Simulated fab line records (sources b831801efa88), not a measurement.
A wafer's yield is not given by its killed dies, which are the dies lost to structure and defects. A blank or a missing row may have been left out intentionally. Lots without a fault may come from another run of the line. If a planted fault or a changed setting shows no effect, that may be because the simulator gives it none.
fab line records    flow gf180mcu    part 1 of 2: steps 1 to 29 of 39
[record] lots = 5  wafers = 15  lastDay = 34
route steps=602 shown V1@344 M2@362 V2@382
lots that met no fault: from a run of the same line without faults
startH: hours from the record's opening day to when the first of the lot's shown wafers began    waitH: hours since the lot's step before    " repeats the value in the row above    L1.1+2: a single row standing in for several wafers    - either no value or no given start    * or withheld: withheld    < > ~ a bound
route shown NAME@n: a module of which the file shows steps, and the number in the route of the first    usual: mean/standard deviation taken from wafers without a fault    same: alike in all rows    chamber/n: place in a boat    sites: the reading at each site    _std_site: how widely they spread, as a standard deviation    _edge_site: mean of outer sites minus mean of inner sites    radiusMm: how far each site lies from the wafer's centre    mask NAME#n: copy n    behind: tool/chamber where the wafer was last shaped    hold: why the lot went on hold/how many hours it stayed there/how the hold came to an end    device: transistor that didn't switch, given as n, p or np    end of line: the tests these same wafers got at the end of their route    for a step that has no rows: nothing shown but its recipe    killed: at the first sort, the dies lost to defects and structure; wafer yield is something else    map: per-die view of a wafer (x killed, . not killed, _ where there is no die)
set.NAME: the setting the step ran with; set.NAME@STEP: the setting that earlier step ran with    model.NAME: the simulator's own value behind a step, which no gauge read
a table for each step, a row for each wafer; lots at some steps of the route
services: a tool's chamber out of use, with start hour (startH, from the record's first day; less than 0 if before it), hours out, and reason
[[steps]]
[step GF_V1_COAT_09]
[recipe] resist = KrF  spinRpm = withheld  resistThkNm = 1000
lot.wafer   tool           chamber  startH  waitH
L074.1+2+5  lithoTrack-02  0        -       -
L090.2+3+6  lithoTrack-01  0        -       -
L094.1+2+6  lithoTrack-02  0        -       -
L095.3+4+5  lithoTrack-04  0        -       -
L097.1+2+5  lithoTrack-01  0        -       -
[step GF_V1_SOFTBAKE_10]
[recipe] tempC = 130  timeS = 60  resist = KrF
lot.wafer   tool           chamber  startH  waitH
L074.1+2+5  lithoTrack-02  0        -       -
L090.2+3+6  lithoTrack-01  0        -       -
L094.1+2+6  lithoTrack-02  0        -       -
L095.3+4+5  lithoTrack-04  0        -       -
L097.1+2+5  lithoTrack-01  0        -       -
[step GF_V1_EXPOSE_11]
[recipe] maskId = Via1  targetCdNm = 260  na = 0.68  sourceShape = conventional  sigmaOuter = 0.6  doseMj = 38
lot.wafer   tool           chamber  startH  waitH  mask
L074.1+2+5  krfScanner-01  0        -       -      Via1#0
L090.2+3+6  krfScanner-01  0        -       -      Via1#0
L094.1+2+6  krfScanner-02  0        -       -      Via1#0
L095.3+4+5  krfScanner-02  0        -       -      Via1#0
L097.1+2+5  krfScanner-02  0        -       -      Via1#0
[step GF_V1_PEB_12]
[recipe] pebTempC = 135  pebTimeS = 90  resist = KrF
[same] pebTimeS = 90
lot.wafer   tool           chamber  startH  waitH
L074.1+2+5  lithoTrack-01  0        -       -
L090.2+3+6  lithoTrack-04  0        -       -
L094.1+2+6  lithoTrack-01  0        -       -
L095.3+4+5  lithoTrack-04  0        -       -
L097.1+2+5  lithoTrack-02  0        -       -
[step GF_V1_DEVELOP_13]
[recipe] developTimeS = 60  resist = KrF  devTempC = 21
[usual] developerTempC = 20.98/0.11
lot.wafer  tool           chamber  startH  waitH  developerTempC
L074.1     lithoTrack-01  0        415.10  0.2    21.11
L074.2     "              0        "       "      20.95
L074.5     "              0        "       "      20.97
L090.2     lithoTrack-04  0        549.04  0.2    20.93
L090.3     "              0        "       "      20.88
L090.6     "              0        "       "      20.96
L094.1     lithoTrack-01  0        578.40  0.2    20.82
L094.2     "              0        "       "      21.03
L094.6     "              0        "       "      20.92
L095.3     lithoTrack-04  0        586.46  0.1    21.04
L095.4     "              0        "       "      20.98
L095.5     "              0        "       "      20.88
L097.1     lithoTrack-02  0        602.33  0.2    21.04
L097.2     "              0        "       "      21.04
L097.5     "              0        "       "      20.94
[step GF_V1_CD_MEAS_14]
[recipe] targetCdNm = 260
[usual] cdNm = 259.8/1
lot.wafer  tool      chamber  startH  waitH  cdNm
L074.1     cdSem-02  -        415.25  0.1    260.0
L074.2     "         -        "       "      258.7
L074.5     "         -        "       "      258.2
L090.2     cdSem-02  -        549.18  0.1    261.0
L090.3     "         -        "       "      260.4
L090.6     "         -        "       "      261.1
L094.1     cdSem-01  -        578.55  0.1    259.0
L094.2     "         -        "       "      258.4
L094.6     "         -        "       "      257.7
L095.3     cdSem-02  -        586.60  0.1    259.8
L095.4     "         -        "       "      261.4
L095.5     "         -        "       "      260.3
L097.1     cdSem-02  -        602.48  0.1    260.3
L097.2     "         -        "       "      260.3
L097.5     "         -        "       "      260.2
[step GF_V1_OVL_MEAS_15]
[usual] V1_OVL = 1/4.2
lot.wafer  tool        chamber  startH  waitH  V1_OVL[nm]
L074.1     overlay-01  -        415.37  0.1    -6
L074.2     "           -        "       "      -4
L074.5     "           -        "       "      -5
L090.2     overlay-01  -        549.29  0.1    1
L090.3     "           -        "       "      -1
L090.6     "           -        "       "      3
L094.1     overlay-01  -        578.67  0.1    -2
L094.2     "           -        "       "      -9
L094.6     "           -        "       "      -7
L095.3     overlay-02  -        586.69  0.1    -4
L095.4     "           -        "       "      1
L095.5     "           -        "       "      -5
L097.1     overlay-01  -        602.60  0.1    -3
L097.2     "           -        "       "      5
L097.5     "           -        "       "      0
[step GF_V1_ETCH_16]
[recipe] chemistry = N2/H2  targetDepthA = withheld  overetchA = withheld  timeS = withheld  target = BARC  ionEnergyEv = 200  sourceW = 500  biasW = 100  pressureMtorr = 30  n2FlowSccm = 100  h2FlowSccm = 200
[usual] drypumpMotorCurrentA = 5.9/0.39  oesProductAu = 0.854/0.0043  throttleValvePct = 13.223/0.0094
lot.wafer  tool        chamber  startH  waitH  drypumpMotorCurrentA  oesProductAu  throttleValvePct
L074.1     rieDiel-02  0        415.41  0.0    5.7                   0.851         13.227
L074.2     "           2        "       "      6.7                   0.853         13.231
L074.5     "           0        "       "      5.7                   0.846         13.238
L090.2     rieDiel-01  0        549.32  0.0    6.1                   0.857         13.225
L090.3     "           2        "       "      6.3                   0.858         13.236
L090.6     "           0        "       "      6.1                   0.857         13.223
L094.1     rieDiel-01  1        578.71  0.0    5.7                   0.853         13.209
L094.2     "           0        "       "      6.1                   0.858         13.224
L094.6     "           3        "       "      6.0                   0.856         13.222
L095.3     rieDiel-01  1        586.72  0.0    5.7                   0.855         13.236
L095.4     "           3        "       "      6.0                   0.852         13.226
L095.5     "           1        "       "      5.7                   0.853         13.223
L097.1     rieDiel-02  1        602.64  0.0    5.7                   0.851         13.224
L097.2     "           3        "       "      5.8                   0.852         13.235
L097.5     "           0        "       "      5.7                   0.858         13.244
[step GF_V1_ETCH_17]
[recipe] chemistry = C4F8/O2/Ar  maskMaterial = KrF  target = SiO2  stopOn = TiN  sourceW = 1500  biasW = 1200  pressureMtorr = 40  c4f8FlowSccm = withheld  O2_flow_sccm = 6  Ar_flow_sccm = 300  timeS = withheld  targetDepthA = 6300
[usual] oesProductAu = 0.856/0.0045
lot.wafer  tool        chamber  startH  waitH  oesProductAu
L074.1     rieDiel-02  0        -       -      0.853
L074.2     "           2        "       "      0.864
L074.5     "           0        "       "      0.852
L090.2     rieDiel-01  0        -       -      0.856
L090.3     "           2        "       "      0.855
L090.6     "           0        "       "      0.853
L094.1     rieDiel-01  1        -       -      0.852
L094.2     "           0        "       "      0.853
L094.6     "           3        "       "      0.855
L095.3     rieDiel-01  1        -       -      0.847
L095.4     "           3        "       "      0.851
L095.5     "           1        "       "      0.857
L097.1     rieDiel-02  1        -       -      0.853
L097.2     "           3        "       "      0.847
L097.5     "           0        "       "      0.859
[step GF_V1_STRIP_18]
[recipe] chemistry = O2/N2  powerW = 1400  pressureMtorr = 1500  platenTempC = 250  o2FlowSccm = 3000  n2FlowSccm = 300  overashFraction = 0.5
[usual] drypumpMotorCurrentA = 5.7/0.46  heaterPowerW = 344/29  oesProductAu = 0.593/0.005
lot.wafer  tool            chamber  startH  waitH  drypumpMotorCurrentA  heaterPowerW  oesProductAu  rfHoursCounterH
L074.1     plasmaAsher-01  1        415.54  -      5.4                   345           0.591         63
L074.2     "               0        "       "      5.5                   344           0.599         63
L074.5     "               0        "       "      5.5                   355           0.588         -
L090.2     plasmaAsher-03  1        549.45  -      5.4                   314           0.601         88
L090.3     "               1        "       "      5.4                   323           0.597         -
L090.6     "               0        "       "      6.5                   381           0.598         -
L094.1     plasmaAsher-03  0        578.84  -      6.5                   373           0.592         91
L094.2     "               1        "       "      5.4                   319           0.590         91
L094.6     "               0        "       "      6.5                   376           0.597         -
L095.3     plasmaAsher-03  0        586.88  -      6.5                   384           0.586         -
L095.4     "               1        "       "      5.4                   319           0.597         -
L095.5     "               1        "       "      5.4                   311           0.598         -
L097.1     plasmaAsher-01  0        602.77  -      5.6                   351           0.592         83
L097.2     "               1        "       "      5.4                   337           0.582         83
L097.5     "               1        "       "      5.4                   336           0.592         -
[step GF_V1_STRIP_19]
[recipe] chemistry = postEtchResidueRemover  timeS = 1200  tempC = 72.5
[usual] tempC = 72.48/0.15
lot.wafer  tool         chamber  startH  waitH  tempC
L074.1     wetBench-02  3        415.64  0.1    72.47
L074.2     "            3        "       "      72.47
L074.5     "            3        "       "      72.48
L090.2     wetBench-01  0        549.55  0.1    72.57
L090.3     "            0        "       "      72.54
L090.6     "            0        "       "      72.67
L094.1     wetBench-02  1        578.94  0.1    72.58
L094.2     "            1        "       "      72.34
L094.6     "            1        "       "      72.53
L095.3     wetBench-01  0        586.95  0.0    72.51
L095.4     "            0        "       "      72.47
L095.5     "            0        "       "      72.51
L097.1     wetBench-01  2        602.87  0.1    72.29
L097.2     "            2        "       "      72.27
L097.5     "            2        "       "      72.42
[step GF_V1_CLEAN_20]
[recipe] chemistry = DIW  dry = n2Spin
lot.wafer   tool         chamber  startH  waitH
L074.1+2+5  wetBench-01  3        415.98  0.0
L090.2+3+6  wetBench-02  0        549.89  0.0
L094.1+2+6  wetBench-04  3        579.28  0.0
L095.3+4+5  wetBench-04  1        587.35  0.0
L097.1+2+5  wetBench-01  3        603.21  0.0
[step GF_V1_SPUTTER_21]
[recipe] material = Ti  targetThkNm = 15  chamberPressurePa = 5  powerW = 2500  substrateTempC = 200  timeS = 80.02
[usual] throttleValvePct = 30.3/1
lot.wafer  tool           chamber  startH  waitH  throttleValvePct
L074.1     pvdSputter-01  -        416.07  0.0    28.9
L074.2     "              -        "       "      30.8
L074.5     "              -        "       "      30.8
L090.2     pvdSputter-04  -        549.98  0.0    28.9
L090.3     "              -        "       "      31.6
L090.6     "              -        "       "      31.8
L094.1     pvdSputter-04  -        579.38  0.0    29.6
L094.2     "              -        "       "      30.0
L094.6     "              -        "       "      31.6
L095.3     pvdSputter-04  -        587.45  0.0    29.8
L095.4     "              -        "       "      31.7
L095.5     "              -        "       "      29.5
L097.1     pvdSputter-02  -        603.30  0.0    32.4
L097.2     "              -        "       "      30.2
L097.5     "              -        "       "      30.1
[step GF_V1_SPUTTER_22]
[recipe] material = TiN  targetThkNm = 10  chamberPressurePa = 5  powerW = 4000  timeS = 40
[usual] throttleValvePct = 30.3/1
lot.wafer  tool           chamber  startH  waitH  throttleValvePct
L074.1     pvdSputter-01  -        416.13  0.0    29.3
L074.2     "              -        "       "      30.7
L074.5     "              -        "       "      30.7
L090.2     pvdSputter-04  -        550.04  0.0    28.6
L090.3     "              -        "       "      31.7
L090.6     "              -        "       "      31.5
L094.1     pvdSputter-04  -        579.44  0.0    29.5
L094.2     "              -        "       "      29.8
L094.6     "              -        "       "      31.5
L095.3     pvdSputter-04  -        587.51  0.0    29.6
L095.4     "              -        "       "      31.8
L095.5     "              -        "       "      29.6
L097.1     pvdSputter-02  -        603.36  0.0    32.5
L097.2     "              -        "       "      30.4
L097.5     "              -        "       "      30.1
[step GF_V1_CVD_23]
[recipe] material = W  targetThkNm = 350  timeS = 105.05  tempC = 400  pressureTorr = 40
[usual] heaterPowerW = 841/83
lot.wafer  tool     chamber  startH  waitH  heaterPowerW
L074.1     cvdW-01  0        416.17  0.0    798
L074.2     "        1        "       "      766
L074.5     "        0        "       "      775
L090.2     cvdW-01  1        550.08  0.0    777
L090.3     "        1        "       "      800
L090.6     "        1        "       "      790
L094.1     cvdW-01  0        579.48  0.0    767
L094.2     "        1        "       "      779
L094.6     "        0        "       "      786
L095.3     cvdW-01  1        587.59  0.1    804
L095.4     "        0        "       "      776
L095.5     "        0        "       "      792
L097.1     cvdW-01  1        603.40  0.0    767
L097.2     "        0        "       "      772
L097.5     "        0        "       "      782
[step GF_V1_RS_MEAS_24]
[recipe] thkMeasGauge = four-point-probe  reads = W_of_V1_CVD_23+TiN_of_V1_SPUTTER_22+Ti_of_V1_SPUTTER_21
[usual] V1_W_RS = 0.327/0.0044
lot.wafer  tool          chamber  startH  waitH  V1_W_RS[ohm/sq]
L074.1     filmMetro-02  -        416.28  0.1    0.332
L074.2     "             -        "       "      0.331
L074.5     "             -        "       "      0.337
L090.2     filmMetro-02  -        550.21  0.1    0.316
L090.3     "             -        "       "      0.319
L090.6     "             -        "       "      0.320
L094.1     filmMetro-01  -        579.59  0.1    0.327
L094.2     "             -        "       "      0.324
L094.6     "             -        "       "      0.328
L095.3     filmMetro-04  -        587.71  0.1    0.326
L095.4     "             -        "       "      0.324
L095.5     "             -        "       "      0.321
L097.1     filmMetro-02  -        603.51  0.1    0.319
L097.2     "             -        "       "      0.324
L097.5     "             -        "       "      0.322
[step GF_V1_THK_MEAS_25]
[recipe] thkMeasGauge = xrf  reads = W_of_V1_CVD_23
[usual] V1_W_THK = 353/5.7
lot.wafer  tool          chamber  startH  waitH  V1_W_THK[nm]
L074.1     filmMetro-02  -        416.40  0.1    347
L074.2     "             -        "       "      348
L074.5     "             -        "       "      345
L090.2     filmMetro-02  -        550.32  0.1    367
L090.3     "             -        "       "      364
L090.6     "             -        "       "      361
L094.1     filmMetro-01  -        579.71  0.1    352
L094.2     "             -        "       "      356
L094.6     "             -        "       "      352
L095.3     filmMetro-04  -        587.81  0.1    354
L095.4     "             -        "       "      356
L095.5     "             -        "       "      355
L097.1     filmMetro-02  -        603.63  0.1    359
L097.2     "             -        "       "      353
L097.5     "             -        "       "      356
[step GF_V1_CMP_26]
[recipe] stopOn = SiO2  downForcePsi = 3.5  platenRpm = 60  tOverpolishS = 15  targetThkNm = 0  padVelocityMS = 0.94248
[usual] motorCurrentA = 10.7/0.72  overpolishRunS = 15.000/0.0088  timeToEndpointS = 84/3.9
lot.wafer  tool    chamber  startH  waitH  motorCurrentA  overpolishRunS  timeToEndpointS
L074.1     cmp-01  3        416.51  0.1    10.3           15.005          77
L074.2     "       1        "       "      9.8            15.001          80
L074.5     "       2        "       "      10.1           14.988          85
L090.2     cmp-02  0        550.37  0.0    10.1           15.019          89
L090.3     "       1        "       "      11.1           15.017          82
L090.6     "       0        "       "      10.6           14.994          84
L094.1     cmp-02  0        579.87  0.1    10.7           14.990          82
L094.2     "       1        "       "      11.1           15.000          78
L094.6     "       3        "       "      11.2           15.002          84
L095.3     cmp-01  3        587.90  0.1    10.8           15.002          82
L095.4     "       1        "       "      9.7            14.994          84
L095.5     "       3        "       "      11.3           14.997          83
L097.1     cmp-01  0        603.69  0.1    9.9            15.010          92
L097.2     "       3        "       "      10.8           14.995          82
L097.5     "       0        "       "      9.6            14.997          89
[step GF_M2_SPUTTER_00]
[recipe] material = Ti  targetThkNm = 37.5  arrivingIonEnergyEv = 80  substrateTempC = 200  chamberPressurePa = 2  powerW = 4000  timeS = 150
[usual] throttleValvePct = 29.9/1.1
lot.wafer  tool           chamber  startH  waitH  throttleValvePct
L074.1     pvdSputter-03  -        416.76  0.2    30.3
L074.2     "              -        "       "      31.3
L074.5     "              -        "       "      27.7
L090.2     pvdSputter-01  -        550.67  0.2    29.8
L090.3     "              -        "       "      30.5
L090.6     "              -        "       "      30.6
L094.1     pvdSputter-04  -        580.07  0.1    31.5
L094.2     "              -        "       "      29.7
L094.6     "              -        "       "      29.5
L095.3     pvdSputter-01  -        588.15  0.2    30.3
L095.4     "              -        "       "      30.6
L095.5     "              -        "       "      30.3
L097.1     pvdSputter-01  -        603.99  0.2    29.0
L097.2     "              -        "       "      30.5
L097.5     "              -        "       "      29.9
[step GF_M2_SPUTTER_01]
[recipe] material = TiN  targetThkNm = 30  powerW = 6500  timeS = 25  chamberPressurePa = 0.4
[usual] throttleValvePct = 30.0/1.1
lot.wafer  tool           chamber  startH  waitH  throttleValvePct
L074.1     pvdSputter-03  -        416.86  0.1    30.4
L074.2     "              -        "       "      31.3
L074.5     "              -        "       "      27.3
L090.2     pvdSputter-01  -        550.77  0.1    30.0
L090.3     "              -        "       "      30.9
L090.6     "              -        "       "      30.6
L094.1     pvdSputter-04  -        580.17  0.1    31.4
L094.2     "              -        "       "      29.4
L094.6     "              -        "       "      29.3
L095.3     pvdSputter-01  -        588.25  0.1    30.4
L095.4     "              -        "       "      30.6
L095.5     "              -        "       "      30.5
L097.1     pvdSputter-01  -        604.09  0.1    29.2
L097.2     "              -        "       "      30.9
L097.5     "              -        "       "      30.4
[step GF_M2_SPUTTER_02]
[recipe] material = AlCu  targetThkNm = 450  powerW = 10600  timeS = 23.9  chamberPressurePa = 0.4
[usual] throttleValvePct = 30.0/1.1
lot.wafer  tool           chamber  startH  waitH  throttleValvePct
L074.1     pvdSputter-03  -        416.89  0.0    30.4
L074.2     "              -        "       "      31.3
L074.5     "              -        "       "      27.7
L090.2     pvdSputter-01  -        550.80  0.0    30.0
L090.3     "              -        "       "      30.8
L090.6     "              -        "       "      30.6
L094.1     pvdSputter-04  -        580.20  0.0    31.6
L094.2     "              -        "       "      29.7
L094.6     "              -        "       "      29.3
L095.3     pvdSputter-01  -        588.28  0.0    30.3
L095.4     "              -        "       "      30.6
L095.5     "              -        "       "      30.2
L097.1     pvdSputter-01  -        604.13  0.0    29.3
L097.2     "              -        "       "      30.9
L097.5     "              -        "       "      30.1
[step GF_M2_SPUTTER_03]
[recipe] material = Ti  targetThkNm = 10  substrateTempC = 300  chamberPressurePa = 0.3  powerW = 3000  timeS = 6.7
[usual] throttleValvePct = 29.9/1.1
lot.wafer  tool           chamber  startH  waitH  throttleValvePct
L074.1     pvdSputter-03  -        416.92  0.0    30.5
L074.2     "              -        "       "      31.3
L074.5     "              -        "       "      27.5
L090.2     pvdSputter-01  -        550.83  0.0    29.5
L090.3     "              -        "       "      30.8
L090.6     "              -        "       "      30.7
L094.1     pvdSputter-04  -        580.23  0.0    31.6
L094.2     "              -        "       "      30.2
L094.6     "              -        "       "      29.6
L095.3     pvdSputter-01  -        588.31  0.0    30.2
L095.4     "              -        "       "      30.8
L095.5     "              -        "       "      30.5
L097.1     pvdSputter-01  -        604.16  0.0    29.2
L097.2     "              -        "       "      30.7
L097.5     "              -        "       "      30.1
[step GF_M2_SPUTTER_04]
[recipe] material = TiN  targetThkNm = 50  powerW = 6500  timeS = 41.7  chamberPressurePa = 0.4
[usual] throttleValvePct = 30.0/1.1
lot.wafer  tool           chamber  startH  waitH  throttleValvePct
L074.1     pvdSputter-03  -        416.94  0.0    30.4
L074.2     "              -        "       "      31.3
L074.5     "              -        "       "      27.7
L090.2     pvdSputter-01  -        550.85  0.0    29.9
L090.3     "              -        "       "      30.5
L090.6     "              -        "       "      30.7
L094.1     pvdSputter-04  -        580.25  0.0    31.6
L094.2     "              -        "       "      29.8
L094.6     "              -        "       "      29.9
L095.3     pvdSputter-01  -        588.33  0.0    30.2
L095.4     "              -        "       "      30.6
L095.5     "              -        "       "      30.0
L097.1     pvdSputter-01  -        604.18  0.0    29.5
L097.2     "              -        "       "      30.7
L097.5     "              -        "       "      30.0
[step GF_M2_RS_MEAS_05]
[recipe] thkMeasGauge = four-point-probe  reads = TiN_of_M2_SPUTTER_04+Ti_of_M2_SPUTTER_03+AlCu_of_M2_SPUTTER_02+TiN_of_M2_SPUTTER_01+Ti_of_M2_SPUTTER_00
[usual] M2_ALCU_RS = 0.0694/0.00088
lot.wafer  tool          chamber  startH  waitH  M2_ALCU_RS[ohm/sq]
L074.1     filmMetro-01  -        416.98  0.0    0.0693
L074.2     "             -        "       "      0.0689
L074.5     "             -        "       "      0.0698
L090.2     filmMetro-03  -        550.91  0.0    0.0680
L090.3     "             -        "       "      0.0683
L090.6     "             -        "       "      0.0683
L094.1     filmMetro-01  -        580.29  0.0    0.0711
L094.2     "             -        "       "      0.0710
L094.6     "             -        "       "      0.0711
L095.3     filmMetro-03  -        588.41  0.1    0.0692
L095.4     "             -        "       "      0.0697
L095.5     "             -        "       "      0.0688
L097.1     filmMetro-03  -        604.22  0.0    0.0691
L097.2     "             -        "       "      0.0696
L097.5     "             -        "       "      0.0690
[step GF_M2_THK_MEAS_06]
[recipe] thkMeasGauge = xrf  reads = AlCu_of_M2_SPUTTER_02
[usual] M2_ALCU_THK = 446/5.4
lot.wafer  tool          chamber  startH  waitH  M2_ALCU_THK[nm]
L074.1     filmMetro-01  -        417.10  0.1    445
L074.2     "             -        "       "      446
L074.5     "             -        "       "      440
L090.2     filmMetro-03  -        551.02  0.1    453
L090.3     "             -        "       "      452
L090.6     "             -        "       "      453
L094.1     filmMetro-01  -        580.41  0.1    440
L094.2     "             -        "       "      436
L094.6     "             -        "       "      437
L095.3     filmMetro-03  -        588.51  0.1    448
L095.4     "             -        "       "      446
L095.5     "             -        "       "      451
L097.1     filmMetro-03  -        604.34  0.1    449
L097.2     "             -        "       "      446
L097.5     "             -        "       "      449
[step GF_M2_DEHYDRATE_07]
[recipe] tempC = 200  timeS = 60
lot.wafer   tool           chamber  startH  waitH
L074.1+2+5  lithoTrack-04  0        428.06  10.9
L090.2+3+6  lithoTrack-04  0        561.34  10.3
L094.1+2+6  lithoTrack-04  0        590.36  9.9
L095.3+4+5  lithoTrack-04  0        598.46  9.9
L097.1+2+5  lithoTrack-03  0        614.34  10.0
[step GF_M2_HMDS_08]
[recipe] primeTimeS = 60  primeTempC = 120
[usual] primeTempC = 119.99/0.13
lot.wafer  tool           chamber  startH  waitH  primeTempC
L074.1     lithoTrack-04  0        428.21  0.1    120.05
L074.2     "              0        "       "      119.78
L074.5     "              0        "       "      120.10
L090.2     lithoTrack-04  0        561.49  0.1    119.84
L090.3     "              0        "       "      119.90
L090.6     "              0        "       "      119.80
L094.1     lithoTrack-04  0        590.51  0.1    119.67
L094.2     "              0        "       "      119.90
L094.6     "              0        "       "      119.93
L095.3     lithoTrack-04  0        598.61  0.1    119.89
L095.4     "              0        "       "      119.69
L095.5     "              0        "       "      119.83
L097.1     lithoTrack-03  0        614.49  0.1    120.05
L097.2     "              0        "       "      120.01
L097.5     "              0        "       "      120.18
[step GF_M2_COAT_09]
[recipe] resist = KrF  spinRpm = withheld  resistThkNm = 1000
lot.wafer   tool           chamber  startH  waitH
L074.1+2+5  lithoTrack-04  0        428.36  0.1
L090.2+3+6  lithoTrack-04  0        561.64  0.1
L094.1+2+6  lithoTrack-04  0        590.66  0.1
L095.3+4+5  lithoTrack-04  0        598.76  0.1
L097.1+2+5  lithoTrack-03  0        614.64  0.1
[step GF_M2_SOFTBAKE_10]
[recipe] tempC = 130  timeS = 60  resist = KrF
lot.wafer   tool           chamber  startH  waitH
L074.1+2+5  lithoTrack-04  0        428.51  0.1
L090.2+3+6  lithoTrack-04  0        561.79  0.1
L094.1+2+6  lithoTrack-04  0        590.81  0.1
L095.3+4+5  lithoTrack-04  0        598.91  0.1
L097.1+2+5  lithoTrack-03  0        614.79  0.1
